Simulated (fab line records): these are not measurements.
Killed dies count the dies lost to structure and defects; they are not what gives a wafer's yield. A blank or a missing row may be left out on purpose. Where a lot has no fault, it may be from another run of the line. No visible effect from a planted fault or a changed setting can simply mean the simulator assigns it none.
Struck lot and sound lot, side by side	flow sky130	23 out of 708 route steps
Sound: wafers L656.1, L656.2, L656.3. The struck wafers were L662.2, L662.5, L662.6. The cause is named last.
Per side, at each step with rows, come the tool, then ch with its chambers, and then its first start. Under that, the readings that differ: sound wafers	struck wafers	difference of the means	sigmas: that difference in standard deviations of wafers without a fault.
alike: a reading whose means differ by less than 2 such deviations, as well as words and numbers matching on both sides. not compared: withheld readings; readings where some wafer has no value; bounds like >300 that might hide an equal value; numbers whose values overlap and for which the record gives no deviation.
A row with sigmas, a row that says differs or no value, or rows on one side alone: a step with any of these is where the two part. Numbers that have no deviation but don't overlap get no sigmas and don't part them. Lack of a reading on every wafer of one side parts them only where that side has two or more wafers.

first, 5 steps without rows for these wafers: SKY_POLY_CUT_COAT_03 (resist thk 450 nm); SKY_POLY_CUT_SOFTBAKE_04 (time 90 s); SKY_POLY_CUT_EXPOSE_05 (exposes mask NPCM, target cd 270 nm); SKY_POLY_CUT_PEB_06; SKY_POLY_CUT_DEVELOP_07 (develop time 60 s).
SKY_POLY_CUT_CD_MEAS_08: the cd target is 270 nm.
  struck on cdSem-01, day 28 14:56; sound on cdSem-01, day 26 17:52
  alike: cdNm
SKY_POLY_CUT_OVL_MEAS_09:
  struck on overlay-02, day 28 15:02; sound on overlay-01, day 26 17:59
  alike: POLY_CUT_OVL
SKY_POLY_CUT_ETCH_10: etches BARC in N2/H2, stops on SiO2, time 45.9 s, target depth 60 nm.
  sound on rieDiel-04 ch 0,2,3, day 26 18:01; struck on rieDiel-03 ch 0,1,2, day 28 15:04
  alike: biasW, drypumpMotorCurrentA, h2FlowSccm, oesProductAu, throttleValvePct
  not compared: rfHoursCounterH
SKY_POLY_CUT_ETCH_11: etches Si3N4 in CF4/CH2F2/Ar, stops on poly-Si, time 42.5 s, target depth 60 nm.
  sound on rieDiel-04 ch 0,2,3, day 26 18:04; struck on rieDiel-03 ch 0,1,2, day 28 15:07
  alike: biasW, drypumpMotorCurrentA, oesProductAu, throttleValvePct
  not compared: rfHoursCounterH
SKY_POLY_CUT_STRIP_12: strips in O2/N2.
  sound on plasmaAsher-01 ch 0,1, day 26 18:06; struck on plasmaAsher-04 ch 0,1, day 28 15:09
  alike: drypumpMotorCurrentA, o2FlowSccm, oesProductAu, stripTimeToEndpointS
  not compared: rfHoursCounterH
then, 2 steps without rows for these wafers: SKY_SD_P_DEHYDRATE_00 (time 60 s); SKY_SD_P_HMDS_01 (prime time 60 s).
SKY_SD_P_COAT_02: resist thk 1140 nm.
  sound on lithoTrack-01 ch 0, day 27 07:56; struck on lithoTrack-01 ch 0, day 29 06:19
reading	sound	struck	difference	sigmas
spinSpeedRpm (rpm)	3001.9 3001.1 3001.1	2648.5 2648.9 2649.2	-352.5	-99 or more
model.NOVOLAK_of_SD_P_COAT_02.thkNm (nm)	1145 1144 1142	1211 1209 1207	+65	
then, 3 steps without rows for these wafers: SKY_SD_P_SOFTBAKE_03 (time 60 s); SKY_SD_P_EXPOSE_04 (exposes mask PSDM, target cd 380 nm); SKY_SD_P_PEB_05.
SKY_SD_P_DEVELOP_06: develop time 60 s.
  sound on lithoTrack-01 ch 0, day 27 23:35; struck on lithoTrack-03 ch 0, day 29 20:02
reading	sound	struck	difference	sigmas
model.NOVOLAK_of_SD_P_COAT_02.thkNm (nm)	1145 1144 1142	1211 1208 1207	+65	
SKY_SD_P_CD_MEAS_07: the cd target is 380 nm.
  struck on cdSem-02, day 29 20:11; sound on cdSem-01, day 27 23:44
  alike: cdNm
SKY_SD_P_OVL_MEAS_08:
  struck on overlay-01, day 29 20:17; sound on overlay-02, day 27 23:52
  alike: SD_P_OVL
next, for these wafers, 1 step has no rows: SKY_SD_P_IMPLANT_09.
SKY_SD_P_STRIP_10: strips in O2/N2.
  sound on plasmaAsher-04 ch 0,1, day 28 00:03; struck on plasmaAsher-04 ch 0,1, day 29 20:28
reading	sound	struck	difference	sigmas
stripTimeToEndpointS (s)	17.54 17.55 17.51	18.29 18.26 18.24	+0.73	+16
  alike: drypumpMotorCurrentA, o2FlowSccm, oesProductAu
  not compared: rfHoursCounterH
SKY_SD_P_TW_MEAS_11:
  struck on filmMetro-02, day 29 20:34; sound on filmMetro-01, day 28 00:09
reading	sound	struck	difference	sigmas
SD_P_TW	2766 2770 2756	2864 2873 2870	+105	+3
-- a jump in the record: the struck wafers' starts before and after are 20 days apart (it breaks off in module SD_P and resumes in module PAD_OPEN, where the first step shown is number 708 of the route) --
SKY_PAD_OPEN_PROBE_99:
  record: rows for the struck wafers here (prober-01, day 49 10:19), none for the sound ones

WHERE THEY PART
Last at SKY_PAD_OPEN_PROBE_99 as far as this record goes, first at SKY_SD_P_COAT_02.

WHY: what the simulator had put in
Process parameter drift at SKY_SD_P_COAT_02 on lithoTrack-01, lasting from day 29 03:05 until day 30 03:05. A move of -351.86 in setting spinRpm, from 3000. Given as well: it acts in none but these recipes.
